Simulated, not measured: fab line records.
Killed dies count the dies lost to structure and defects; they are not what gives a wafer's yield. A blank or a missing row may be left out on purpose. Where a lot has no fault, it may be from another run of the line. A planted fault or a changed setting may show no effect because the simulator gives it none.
fab line records + flow sfq-line
[record]
- lots = 7
- wafers = 18
- last-day = 76
route steps=325 shown M2@102 I2@103
lots untouched by any fault: they come from a run of this same line in which no faults occurred
start-h: hours from the record's first day to the start of the lot's first wafer shown + wait-h: hours from the lot's prior step to this one + " the same as in the row above + L1.1+2: a single row standing in for several wafers + - no value present, or no start provided + * or withheld: withheld + < > ~ a bound
route shown NAME@n: a module of which the file shows steps, and the number in the route of the first + usual: mean/standard deviation of fault-free wafers + same: alike in all rows + chamber/n: place in a boat + sites: per-site readings + _std_site: how widely they spread, as a standard deviation + _edge_site: mean of outer sites minus mean of inner sites + radius-mm: how far each site lies from the wafer's centre + mask NAME#n: copy n + behind: the last tool/chamber to shape the wafer + hold: cause of the lot's hold/its duration in hours/its outcome + device: transistor that didn't switch, given as n, p or np + end of line: tests of these same wafers at the route's end + a step given without rows: its recipe and nothing more + killed: count of dies lost to structure and defects at first sort (not the wafer's yield) + map: per-die view of a wafer (x killed, . not killed, _ where there is no die)
set.NAME: setting as actually run; set.NAME@STEP: the setting as run at that earlier step + model.NAME: the simulator's own value behind a step, which no gauge read
lots seen at some steps along the route; tables by step, rows by wafer
services: from which hour (start-h, from the record's first day; less than 0 if before it) a tool's chamber was out of use, for how many hours, and why
[[steps]]
[step SFQ_TRILAYER_M2_STRIP_SOLV_CLEAN_062]
[recipe]
- chemistry = NMP
- temp-c = 70
- time-s = 600
[step SFQ_TRILAYER_I2_DEP_PECVD_063]
[recipe]
- material = SiO2
- temp-c = 150
- time-s = 111.11
- pressure-torr = 2.4
- rf-w = 183.3
- precursor = SiH4/N2O
- target-thk-nm = 500
[usual]
- heater-power-w = 77/15
- throttle-valve-pct = 24.4/1.1
| lot.wafer | tool     | chamber | start-h | wait-h | heater-power-w | throttle-valve-pct |
|-----------|----------|---------|---------|--------|----------------|--------------------|
| L216.2    | pecvd-02 | 2       | 476.85  | 0.0    | 103            | 25.7               |
| L216.4    | "        | 1       | "       | "      | 52             | 26.9               |
| L216.5    | "        | 2       | "       | "      | 106            | 25.9               |
| L223.2    | pecvd-02 | 2       | 546.36  | 0.0    | 97             | 26.0               |
| L223.4    | "        | 2       | "       | "      | 100            | 25.8               |
| L223.5    | "        | 0       | "       | "      | 74             | 25.8               |
| L225.3    | pecvd-04 | 1       | 569.16  | 0.0    | 62             | 24.7               |
| L225.4    | "        | 0       | "       | "      | 68             | 23.3               |
| L225.5    | "        | 2       | "       | "      | 77             | 23.3               |
| L226.1    | pecvd-04 | 1       | 571.56  | 0.0    | 77             | 24.6               |
| L226.3    | "        | 0       | "       | "      | 71             | 23.2               |
| L226.4    | "        | 1       | "       | "      | 61             | 24.4               |
| L230.1    | pecvd-04 | 0       | 606.91  | 0.0    | 63             | 23.5               |
| L230.6    | "        | 2       | "       | "      | 90             | 23.4               |
| L232.3    | pecvd-04 | 0       | 612.91  | 0.0    | 70             | 23.5               |
| L232.6    | "        | 2       | "       | "      | 85             | 23.6               |
| L234.1    | pecvd-04 | 2       | 628.61  | 0.0    | 90             | 23.3               |
| L234.6    | "        | 1       | "       | "      | 68             | 24.8               |
[step SFQ_TRILAYER_I2_CMP_CMP_064]
[recipe]
- material = SiO2
- down-force-psi = 3
- platen-rpm = 60
- pad-velocity-m-s = 0.94248
[usual]
- motor-current-A = 9.7/0.7
- retaining-ring-pressure-frac = 1.000/0.005
- time-to-endpoint-s = 214/8.9
| lot.wafer | tool   | chamber | start-h | wait-h | motor-current-A | retaining-ring-pressure-frac | time-to-endpoint-s |
|-----------|--------|---------|---------|--------|-----------------|------------------------------|--------------------|
| L216.2    | cmp-02 | 0       | 478.10  | 1.2    | 9.8             | 0.999                        | 211                |
| L216.4    | "      | 2       | 479.10  | 2.2    | 9.5             | 0.992                        | 226                |
| L216.5    | "      | 1       | 480.60  | 3.7    | 8.9             | 1.001                        | 208                |
| L223.4    | cmp-02 | 1       | 549.18  | 2.7    | 8.7             | 1.001                        | 191                |
| L223.2    | "      | 2       | "       | "      | 10.9            | 1.008                        | 207                |
| L223.5    | "      | 0       | 550.68  | 4.2    | 9.6             | 1.003                        | 209                |
| L225.3    | cmp-02 | 2       | 569.74  | 0.5    | 10.0            | 0.994                        | 227                |
| L225.4    | "      | 0       | 570.74  | 1.5    | 9.4             | 1.002                        | 220                |
| L225.5    | "      | 2       | 571.74  | 2.5    | 10.6            | 0.995                        | 228                |
| L226.4    | cmp-01 | 2       | 571.64  | 0.0    | 10.1            | 1.004                        | 220                |
| L226.3    | "      | 0       | 572.64  | 1.0    | 10.0            | 1.002                        | 200                |
| L226.1    | "      | 1       | "       | "      | 9.6             | 0.996                        | 203                |
| L230.1    | cmp-01 | 3       | 613.98  | 7.0    | 8.9             | 1.004                        | 212                |
| L230.6    | "      | 0       | 616.48  | 9.5    | 9.8             | 0.997                        | 229                |
| L232.3    | cmp-01 | 0       | 621.48  | 8.5    | 8.9             | 0.996                        | 209                |
| L232.6    | "      | 1       | "       | "      | 9.8             | 1.012                        | 218                |
| L234.1    | cmp-01 | 0       | 639.48  | 10.8   | 9.8             | 0.996                        | 217                |
| L234.6    | "      | 2       | 640.48  | 11.8   | 9.9             | 1.003                        | 233                |
[step SFQ_I2_BOW_MEAS_917]
[recipe]
- mode = bow
[usual]
- I2_BOW = 0/8.7
| lot.wafer | tool          | chamber | start-h | wait-h | I2_BOW[um] |
|-----------|---------------|---------|---------|--------|------------|
| L216.2    | film-metro-02 | -       | 481.12  | 2.5    | -6         |
| L216.4    | "             | -       | "       | "      | -13        |
| L216.5    | "             | -       | "       | "      | -6         |
| L223.2    | film-metro-04 | -       | 551.20  | 1.0    | 7          |
| L223.4    | "             | -       | "       | "      | 5          |
| L223.5    | "             | -       | "       | "      | 6          |
| L225.3    | film-metro-02 | -       | 572.28  | 2.0    | 7          |
| L225.4    | "             | -       | "       | "      | 0          |
| L225.5    | "             | -       | "       | "      | 5          |
| L226.1    | film-metro-01 | -       | 574.64  | 1.0    | -12        |
| L226.3    | "             | -       | "       | "      | -15        |
| L226.4    | "             | -       | "       | "      | -8         |
| L230.1    | film-metro-02 | -       | 616.98  | 2.5    | 1          |
| L230.6    | "             | -       | "       | "      | -2         |
| L232.3    | film-metro-04 | -       | 623.02  | 1.0    | 2          |
| L232.6    | "             | -       | "       | "      | -5         |
| L234.1    | film-metro-01 | -       | 640.98  | 1.0    | 4          |
| L234.6    | "             | -       | "       | "      | 2          |
[step SFQ_TRILAYER_I2_METRO_MEASURE_065]
[usual]
- thk-nm = 200.4/1.5
| lot.wafer | tool          | chamber | start-h | wait-h | thk-nm |
|-----------|---------------|---------|---------|--------|--------|
| L216.2    | film-metro-02 | -       | 481.42  | 0.3    | 201.4  |
| L216.4    | "             | -       | "       | "      | 202.1  |
| L216.5    | "             | -       | "       | "      | 200.7  |
| L223.2    | film-metro-04 | -       | 551.50  | 0.3    | 201.4  |
| L223.4    | "             | -       | "       | "      | 199.9  |
| L223.5    | "             | -       | "       | "      | 199.5  |
| L225.3    | film-metro-02 | -       | 572.76  | 0.5    | 202.5  |
| L225.4    | "             | -       | "       | "      | 201.1  |
| L225.5    | "             | -       | "       | "      | 201.4  |
| L226.1    | film-metro-01 | -       | 574.76  | 0.1    | 196.4  |
| L226.3    | "             | -       | "       | "      | 199.4  |
| L226.4    | "             | -       | "       | "      | 200.3  |
| L230.1    | film-metro-02 | -       | 617.10  | 0.1    | 199.4  |
| L230.6    | "             | -       | 618.10  | 1.0    | 202.4  |
| L232.3    | film-metro-04 | -       | 623.50  | 0.5    | 199.1  |
| L232.6    | "             | -       | "       | "      | 199.3  |
| L234.1    | film-metro-01 | -       | 641.10  | 0.1    | 200.3  |
| L234.6    | "             | -       | 642.10  | 1.0    | 201.1  |
[step SFQ_TRILAYER_I2_VIA_LITHO_COAT_072]
[recipe]
- resist = BARC
- spin-rpm = 3000
- resist-thk-nm = 62
[step SFQ_TRILAYER_I2_VIA_LITHO_COAT_067]
[recipe]
- resist = KrF
- spin-rpm = 3000
- resist-thk-nm = 650
[step SFQ_TRILAYER_I2_VIA_LITHO_SOFTBAKE_071]
[recipe]
- temp-c = withheld
- time-s = withheld
- resist = KrF
[step SFQ_TRILAYER_I2_VIA_LITHO_EXPOSE_068]
[recipe]
- mask-id = I2
- na = 0.6
- source-shape = conventional
- sigma-outer = 0.65
- target-cd-nm = 500
- dose-mj = 21.3
[step SFQ_TRILAYER_I2_VIA_LITHO_PEB_070]
[recipe]
- peb-temp-c = 115
- peb-time-s = 60
- resist = KrF
[step SFQ_TRILAYER_I2_VIA_LITHO_DEVELOP_069]
[recipe]
- time-s = 60
- resist = KrF
[step SFQ_I2_OVL_MEAS_918]
[usual]
- I2_OVL = -4/5.9
| lot.wafer | tool       | chamber | start-h | wait-h | I2_OVL[nm] |
|-----------|------------|---------|---------|--------|------------|
| L216.2    | overlay-02 | -       | 548.97  | 0.1    | -5         |
| L216.4    | "          | -       | "       | "      | -10        |
| L216.5    | "          | -       | "       | "      | -8         |
| L223.2    | overlay-02 | -       | 619.22  | 0.1    | 6          |
| L223.4    | "          | -       | "       | "      | 1          |
| L223.5    | "          | -       | "       | "      | 2          |
| L225.3    | overlay-02 | -       | 642.02  | 0.1    | -1         |
| L225.4    | "          | -       | "       | "      | -6         |
| L225.5    | "          | -       | "       | "      | -3         |
| L226.1    | overlay-02 | -       | 644.41  | 0.1    | 0          |
| L226.3    | "          | -       | "       | "      | -2         |
| L226.4    | "          | -       | "       | "      | 2          |
| L230.1    | overlay-02 | -       | 694.03  | 0.1    | -2         |
| L230.6    | "          | -       | "       | "      | -2         |
| L232.3    | overlay-02 | -       | 702.44  | 0.1    | -21        |
| L232.6    | "          | -       | "       | "      | -4         |
| L234.1    | overlay-02 | -       | 721.63  | 0.1    | -1         |
| L234.6    | "          | -       | "       | "      | 7          |
[step SFQ_TRILAYER_I2_VIA_BARC_OPEN_VIA_ETCH_096]
[recipe]
- mask-material = PR
- chemistry = O2
- target-depth-nm = 125
- target = BARC
- source-w = 500
- bias-w = 80
- pressure-mtorr = 30
- time-s = 41.7
[usual]
- bias-w = 80.01/0.25
- drypump-motor-current-A = 5.7/0.37
- oes-product-au = 0.686/0.0046
| lot.wafer | tool        | chamber | start-h | wait-h | bias-w | drypump-motor-current-A | oes-product-au | rf-hours-counter-h | model.KrF_of_TRILAYER_I2_VIA_LITHO_COAT_067.thk-nm |
|-----------|-------------|---------|---------|--------|--------|-------------------------|----------------|--------------------|----------------------------------------------------|
| L216.2    | rie-diel-04 | 3       | 549.00  | 0.0    | 80.25  | 5.8                     | 0.689          | 1                  | 575.6                                              |
| L216.4    | "           | 2       | "       | "      | 80.04  | 5.9                     | 0.689          | 14                 | 577.6                                              |
| L216.5    | "           | 1       | "       | "      | 80.17  | 5.8                     | 0.680          | -                  | 574.3                                              |
| L223.2    | rie-diel-04 | 2       | 619.25  | 0.0    | 80.01  | 5.9                     | 0.689          | 15                 | 572                                                |
| L223.4    | "           | 1       | "       | "      | 80.17  | 5.8                     | 0.687          | 3                  | 571.5                                              |
| L223.5    | "           | 3       | "       | "      | 80.00  | 5.8                     | 0.684          | -                  | 571.1                                              |
| L225.3    | rie-diel-01 | 3       | 642.05  | 0.0    | 80.02  | 5.7                     | 0.678          | 6                  | 569.7                                              |
| L225.4    | "           | 2       | "       | "      | 79.71  | 6.1                     | 0.690          | 3                  | 571.3                                              |
| L225.5    | "           | 2       | "       | "      | 79.71  | 6.1                     | 0.676          | -                  | 572                                                |
| L226.1    | rie-diel-04 | 1       | 644.45  | 0.0    | 80.03  | 5.8                     | 0.683          | 3                  | 572.7                                              |
| L226.3    | "           | 0       | "       | "      | 79.81  | 5.7                     | 0.686          | 2                  | 570.6                                              |
| L226.4    | "           | 3       | "       | "      | 80.17  | 5.8                     | 0.682          | 3                  | 574.5                                              |
| L230.1    | rie-diel-01 | 2       | 694.07  | 0.0    | 79.66  | 6.1                     | 0.692          | 4                  | 551                                                |
| L230.6    | "           | 3       | "       | "      | 80.03  | 5.7                     | 0.683          | -                  | 569.8                                              |
| L232.3    | rie-diel-01 | 0       | 702.47  | 0.0    | 80.10  | 4.8                     | 0.684          | 6                  | 550                                                |
| L232.6    | "           | 3       | "       | "      | 79.92  | 5.8                     | 0.681          | -                  | 572.6                                              |
| L234.1    | rie-diel-01 | 2       | 721.67  | 0.0    | 80.21  | 6.1                     | 0.688          | 5                  | 549.8                                              |
| L234.6    | "           | 2       | "       | "      | 80.26  | 6.1                     | 0.678          | -                  | 569.4                                              |
[step SFQ_TRILAYER_I2_VIA_ETCH_VIA_ETCH_070]
[recipe]
- target = SiO2
- stop-on = Nb
- mask-material = PR
- taper-deg = 20
- chemistry = CHF3
- target-depth-nm = 260
- source-w = 500
- bias-w = 80
- pressure-mtorr = 30
- time-s = withheld
[usual]
- bias-w = 80.02/0.25
- drypump-motor-current-A = 5.7/0.37
- oes-product-au = 0.856/0.0056
| lot.wafer | tool        | chamber | start-h | wait-h | bias-w | drypump-motor-current-A | oes-product-au | model.KrF_of_TRILAYER_I2_VIA_LITHO_COAT_067.thk-nm |
|-----------|-------------|---------|---------|--------|--------|-------------------------|----------------|----------------------------------------------------|
| L216.2    | rie-diel-04 | 3       | 549.04  | 0.0    | 80.27  | 5.8                     | 0.850          | 529.7                                              |
| L216.4    | "           | 2       | "       | "      | 80.57  | 5.8                     | 0.859          | 532.7                                              |
| L216.5    | "           | 1       | "       | "      | 80.11  | 5.8                     | 0.853          | 528.9                                              |
| L223.2    | rie-diel-04 | 2       | 619.29  | 0.0    | 80.13  | 5.9                     | 0.846          | 527.2                                              |
| L223.4    | "           | 1       | "       | "      | 80.57  | 5.8                     | 0.852          | 526.2                                              |
| L223.5    | "           | 3       | "       | "      | 80.06  | 5.8                     | 0.850          | 525.9                                              |
| L225.3    | rie-diel-01 | 3       | 642.09  | 0.0    | 79.99  | 5.8                     | 0.860          | 524.7                                              |
| L225.4    | "           | 2       | "       | "      | 80.05  | 6.1                     | 0.854          | 526.9                                              |
| L225.5    | "           | 2       | "       | "      | 80.15  | 6.1                     | 0.860          | 527.1                                              |
| L226.1    | rie-diel-04 | 1       | 644.49  | 0.0    | 80.17  | 5.8                     | 0.851          | 527.3                                              |
| L226.3    | "           | 0       | "       | "      | 79.96  | 5.7                     | 0.855          | 524.3                                              |
| L226.4    | "           | 3       | "       | "      | 80.38  | 5.8                     | 0.853          | 529.2                                              |
| L230.1    | rie-diel-01 | 2       | 694.11  | 0.0    | 79.76  | 6.1                     | 0.851          | 506.3                                              |
| L230.6    | "           | 3       | "       | "      | 80.06  | 5.7                     | 0.865          | 524.9                                              |
| L232.3    | rie-diel-01 | 0       | 702.51  | 0.0    | 79.88  | 4.8                     | 0.851          | 504.1                                              |
| L232.6    | "           | 3       | "       | "      | 80.24  | 5.7                     | 0.855          | 528.1                                              |
| L234.1    | rie-diel-01 | 2       | 721.71  | 0.0    | 79.88  | 6.1                     | 0.859          | 505                                                |
| L234.6    | "           | 2       | "       | "      | 79.73  | 6.1                     | 0.853          | 524.8                                              |
[step SFQ_TRILAYER_I2_VIA_STRIP_STRIP_071]
[recipe]
- gas = O2
- power-w = 200
- platen-temp-c = 40
- overash-fraction = 0.65
- chemistry = O2
- pressure-mtorr = 50
[usual]
- drypump-motor-current-A = 5.6/0.48
- oes-product-au = 1.002/0.0082
| lot.wafer | tool         | chamber | start-h | wait-h | drypump-motor-current-A | oes-product-au | rf-hours-counter-h |
|-----------|--------------|---------|---------|--------|-------------------------|----------------|--------------------|
| L216.2    | rie-metal-02 | 1       | 549.15  | -      | 5.6                     | 1.000          | 72                 |
| L216.4    | "            | 0       | "       | "      | 6.4                     | 1.011          | -                  |
| L216.5    | "            | 1       | "       | "      | 5.6                     | 0.996          | -                  |
| L223.2    | rie-metal-01 | 1       | 619.40  | -      | 5.8                     | 1.001          | 86                 |
| L223.4    | "            | 1       | "       | "      | 5.9                     | 1.007          | -                  |
| L223.5    | "            | 1       | "       | "      | 5.9                     | 0.984          | -                  |
| L225.3    | rie-metal-01 | 0       | 642.40  | -      | 5.0                     | 0.998          | -                  |
| L225.4    | "            | 1       | "       | "      | 5.8                     | 1.008          | -                  |
| L225.5    | "            | 0       | "       | "      | 5.0                     | 1.013          | -                  |
| L226.1    | rie-metal-01 | 1       | 644.60  | -      | 5.9                     | 0.989          | 91                 |
| L226.3    | "            | 0       | "       | "      | 5.0                     | 0.990          | -                  |
| L226.4    | "            | 1       | "       | "      | 5.8                     | 0.998          | -                  |
| L230.1    | rie-metal-01 | 0       | 694.22  | -      | 5.0                     | 1.017          | 113                |
| L230.6    | "            | 1       | "       | "      | 5.8                     | 1.002          | -                  |
| L232.3    | rie-metal-02 | 1       | 702.82  | -      | 5.6                     | 1.007          | -                  |
| L232.6    | "            | 0       | "       | "      | 6.4                     | 1.008          | -                  |
| L234.1    | rie-metal-02 | 0       | 721.82  | -      | 6.3                     | 1.003          | 85                 |
| L234.6    | "            | 0       | "       | "      | 6.4                     | 0.989          | -                  |
[[services]]
| tool         | chamber | start-h | hours | kind   |
|--------------|---------|---------|-------|--------|
| cmp-02       | -       | 459.18  | 2.0   | repair |
| rie-metal-01 | -       | 469.53  | 2.8   | pm     |
| pecvd-04     | -       | 480.84  | 0.4   | repair |
| cmp-01       | -       | 504.96  | 0.8   | repair |
| rie-diel-01  | 2       | 513.16  | 1.2   | repair |
| pecvd-04     | -       | 514.95  | 1.3   | repair |
| rie-diel-04  | -       | 520.66  | 1.1   | repair |
| rie-diel-04  | 2       | 568.82  | 7.0   | repair |
| cmp-02       | -       | 572.65  | 4.0   | pm     |
| pecvd-04     | -       | 573.57  | 0.7   | repair |
| cmp-01       | -       | 578.59  | 0.9   | repair |
| cmp-02       | -       | 581.84  | 2.2   | repair |
| cmp-01       | -       | 595.73  | 6.0   | pm     |
| rie-diel-04  | 0       | 596.79  | 15.6  | repair |
| rie-diel-04  | -       | 597.56  | 1.9   | repair |
| cmp-02       | -       | 597.98  | 0.6   | repair |
| cmp-02       | -       | 629.05  | 4.4   | repair |
| pecvd-04     | 2       | 630.58  | 6.1   | repair |
| pecvd-04     | 1       | 630.62  | 8.8   | repair |
| rie-metal-01 | 1       | 646.93  | 4.7   | repair |
| rie-diel-04  | 0       | 672.18  | 18.7  | repair |
| cmp-01       | -       | 679.81  | 0.7   | repair |
| pecvd-04     | 2       | 705.96  | 18.7  | repair |
| rie-diel-01  | -       | 706.52  | 2.8   | pm     |
[[key]]
first-sign none at tools or gauges
[model-effect]
- step = SFQ_TRILAYER_I2_VIA_BARC_OPEN_VIA_ETCH_096
- value = KrF_of_TRILAYER_I2_VIA_LITHO_COAT_067.thk-nm
- without = 571.8
- struck = 550.3
[model-effect]
- step = SFQ_TRILAYER_I2_VIA_ETCH_VIA_ETCH_070
- value = KrF_of_TRILAYER_I2_VIA_LITHO_COAT_067.thk-nm
- without = 526.7
- struck = 505.2
met-at SFQ_TRILAYER_I2_VIA_BARC_OPEN_VIA_ETCH_096
struck-wafers L230.1,L232.3,L234.1
onset-between 642.05 694.07
[fault]
- kind = process-parameter-drift
- tool = rie-diel-01
- chamber = -
- onset-h = 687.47
- steps = SFQ_TRILAYER_I2_VIA_BARC_OPEN_VIA_ETCH_096
- channel = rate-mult
- offset = 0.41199
- shape = step
- end-h = 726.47
- scope = struck-wafers-only
